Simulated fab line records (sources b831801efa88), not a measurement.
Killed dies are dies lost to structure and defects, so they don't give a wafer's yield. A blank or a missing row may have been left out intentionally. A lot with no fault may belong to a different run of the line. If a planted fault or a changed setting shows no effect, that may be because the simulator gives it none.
Check of tool commonality / flow gf180mcu / 11 lots and 42 wafers in the sample

## REASON IT WAS OPENED
At GF_NSD_TW_MEAS_12 the reading NSD_TW is flagged on 3 of 11 lots. No-fault wafers: 4268, standard deviation 57.
Rule: flag the lot when none of its wafers has a number, or when each of its wafers that has one lies beyond 4 standard deviations from that mean. The rest of the lots are taken to be sound.

lot=L188; measured=day 12 21:41; on=film_metro-01; NSD_TW, wafer by wafer=4193 4175 4161; flag=
lot=L190; measured=day 14 14:47; on=film_metro-02; NSD_TW, wafer by wafer=4285 4283 4298; flag=
lot=L192; measured=day 15 06:29; on=film_metro-03; NSD_TW, wafer by wafer=4312 4308 4294; flag=
lot=L193; measured=day 15 17:35; on=film_metro-03; NSD_TW, wafer by wafer=4302 4301 4328; flag=
lot=L195; measured=day 15 21:54; on=film_metro-01; NSD_TW, wafer by wafer=4203 4201 4174; flag=
lot=L194; measured=day 15 22:32; on=film_metro-02; NSD_TW, wafer by wafer=4285 4305 4306; flag=
lot=L196; measured=day 16 11:48; on=film_metro-03; NSD_TW, wafer by wafer=4302 4275 4287; flag=
lot=L201; measured=day 17 19:02; on=film_metro-02; NSD_TW, wafer by wafer=4340 4332 4359; flag=
lot=L203; measured=day 18 23:41; on=film_metro-01; NSD_TW, wafer by wafer=4758 4778 4781 4756 4758 4736; flag=FLAGGED
lot=L204; measured=day 19 01:37; on=film_metro-02; NSD_TW, wafer by wafer=4884 4896 4886 4877 4887 4872; flag=FLAGGED
lot=L205; measured=day 19 07:56; on=film_metro-03; NSD_TW, wafer by wafer=4897 4910 4882 4879 4903 4871; flag=FLAGGED
The mean of the flagged lots' numbers is 4845, +577 from the usual (+10 standard deviations).

## EACH LOT AND THE TOOL IT RAN ON
3 process steps preceding the reading are held in the record, out of 602 steps in the route. Every cell lists first the tool, next ch and the chambers used by the sampled wafers, and last the start.
lot=L188; flag=; GF_VT_IMPLANT_STRIP_42=plasma_asher-03 ch 0,1, day 7 04:01; GF_NSD_IMPLANT_09=implanter-03 ch 0, day 12 21:17; GF_NSD_STRIP_11=plasma_asher-03 ch 0,1, day 12 21:35
lot=L190; flag=; GF_VT_IMPLANT_STRIP_42=plasma_asher-04 ch 0,1, day 8 14:49; GF_NSD_IMPLANT_09=implanter-02 ch 0, day 14 14:23; GF_NSD_STRIP_11=plasma_asher-04 ch 0,1, day 14 14:41
lot=L192; flag=; GF_VT_IMPLANT_STRIP_42=plasma_asher-04 ch 0,1, day 9 03:13; GF_NSD_IMPLANT_09=implanter-02 ch 0, day 15 06:05; GF_NSD_STRIP_11=plasma_asher-03 ch 1, day 15 06:23
lot=L193; flag=; GF_VT_IMPLANT_STRIP_42=plasma_asher-02 ch 0,1, day 9 13:28; GF_NSD_IMPLANT_09=implanter-03 ch 0, day 15 17:11; GF_NSD_STRIP_11=plasma_asher-02 ch 0,1, day 15 17:29
lot=L195; flag=; GF_VT_IMPLANT_STRIP_42=plasma_asher-03 ch 0,1, day 9 17:09; GF_NSD_IMPLANT_09=implanter-02 ch 0, day 15 21:32; GF_NSD_STRIP_11=plasma_asher-04 ch 0,1, day 15 21:49
lot=L194; flag=; GF_VT_IMPLANT_STRIP_42=plasma_asher-04 ch 0,1, day 9 16:16; GF_NSD_IMPLANT_09=implanter-03 ch 0, day 15 22:08; GF_NSD_STRIP_11=plasma_asher-04 ch 0,1, day 15 22:26
lot=L196; flag=; GF_VT_IMPLANT_STRIP_42=plasma_asher-04 ch 0,1, day 10 01:50; GF_NSD_IMPLANT_09=implanter-02 ch 0, day 16 11:26; GF_NSD_STRIP_11=plasma_asher-04 ch 0,1, day 16 11:43
lot=L201; flag=; GF_VT_IMPLANT_STRIP_42=plasma_asher-03 ch 0,1, day 11 05:07; GF_NSD_IMPLANT_09=implanter-03 ch 0, day 17 18:39; GF_NSD_STRIP_11=plasma_asher-03 ch 0,1, day 17 18:56
lot=L203; flag=FLAGGED; GF_VT_IMPLANT_STRIP_42=plasma_asher-04 ch 0,1, day 11 21:46; GF_NSD_IMPLANT_09=implanter-03 ch 0, day 18 23:17; GF_NSD_STRIP_11=plasma_asher-02 ch 0,1, day 18 23:35
lot=L204; flag=FLAGGED; GF_VT_IMPLANT_STRIP_42=plasma_asher-03 ch 1, day 12 01:46; GF_NSD_IMPLANT_09=implanter-03 ch 0, day 19 01:12; GF_NSD_STRIP_11=plasma_asher-04 ch 0,1, day 19 01:30
lot=L205; flag=FLAGGED; GF_VT_IMPLANT_STRIP_42=plasma_asher-02 ch 1, day 12 08:28; GF_NSD_IMPLANT_09=implanter-03 ch 0, day 19 07:32; GF_NSD_STRIP_11=plasma_asher-02 ch 0,1, day 19 07:50
What these steps do:
- GF_VT_IMPLANT_STRIP_42: strips in O2/N2.
- GF_NSD_IMPLANT_09
- GF_NSD_STRIP_11: strips in O2/N2.
- GF_NSD_TW_MEAS_12

## FLAGGED AGAINST TOTAL, ONE TOOL AT A TIME (gauges that did the reading follow at the end)
step=GF_VT_IMPLANT_STRIP_42; tool=plasma_asher-02; lots run=2; flagged=1; share of the flagged lots=some; sound lots run after its first flagged lot=0
step=GF_VT_IMPLANT_STRIP_42; tool=plasma_asher-03; lots run=4; flagged=1; share of the flagged lots=some; sound lots run after its first flagged lot=0
step=GF_VT_IMPLANT_STRIP_42; tool=plasma_asher-04; lots run=5; flagged=1; share of the flagged lots=some; sound lots run after its first flagged lot=0
step=GF_NSD_IMPLANT_09; tool=implanter-02; lots run=4; flagged=0; share of the flagged lots=none; sound lots run after its first flagged lot=-
step=GF_NSD_IMPLANT_09; tool=implanter-03; lots run=7; flagged=3; share of the flagged lots=all; sound lots run after its first flagged lot=0
step=GF_NSD_STRIP_11; tool=plasma_asher-02; lots run=3; flagged=2; share of the flagged lots=some; sound lots run after its first flagged lot=0
step=GF_NSD_STRIP_11; tool=plasma_asher-03; lots run=3; flagged=0; share of the flagged lots=none; sound lots run after its first flagged lot=-
step=GF_NSD_STRIP_11; tool=plasma_asher-04; lots run=5; flagged=1; share of the flagged lots=some; sound lots run after its first flagged lot=0
step=GF_NSD_TW_MEAS_12; tool=film_metro-01; lots run=3; flagged=1; share of the flagged lots=some; sound lots run after its first flagged lot=0
step=GF_NSD_TW_MEAS_12; tool=film_metro-02; lots run=4; flagged=1; share of the flagged lots=some; sound lots run after its first flagged lot=0
step=GF_NSD_TW_MEAS_12; tool=film_metro-03; lots run=4; flagged=1; share of the flagged lots=some; sound lots run after its first flagged lot=0

## WHAT THE TABLE ALLOWS
All flagged lots share 1 row of the table, namely implanter-03 at GF_NSD_IMPLANT_09.
- implanter-03 at GF_NSD_IMPLANT_09 ran 7 lots, 3 of them flagged. Last sound lot L201 at day 17 18:39, first flagged lot L203 at day 18 23:17; a fault beginning in between fits.
implanter-03 at GF_NSD_IMPLANT_09 is the single tool remaining.

## WHAT THE SIMULATOR HAD INSERTED
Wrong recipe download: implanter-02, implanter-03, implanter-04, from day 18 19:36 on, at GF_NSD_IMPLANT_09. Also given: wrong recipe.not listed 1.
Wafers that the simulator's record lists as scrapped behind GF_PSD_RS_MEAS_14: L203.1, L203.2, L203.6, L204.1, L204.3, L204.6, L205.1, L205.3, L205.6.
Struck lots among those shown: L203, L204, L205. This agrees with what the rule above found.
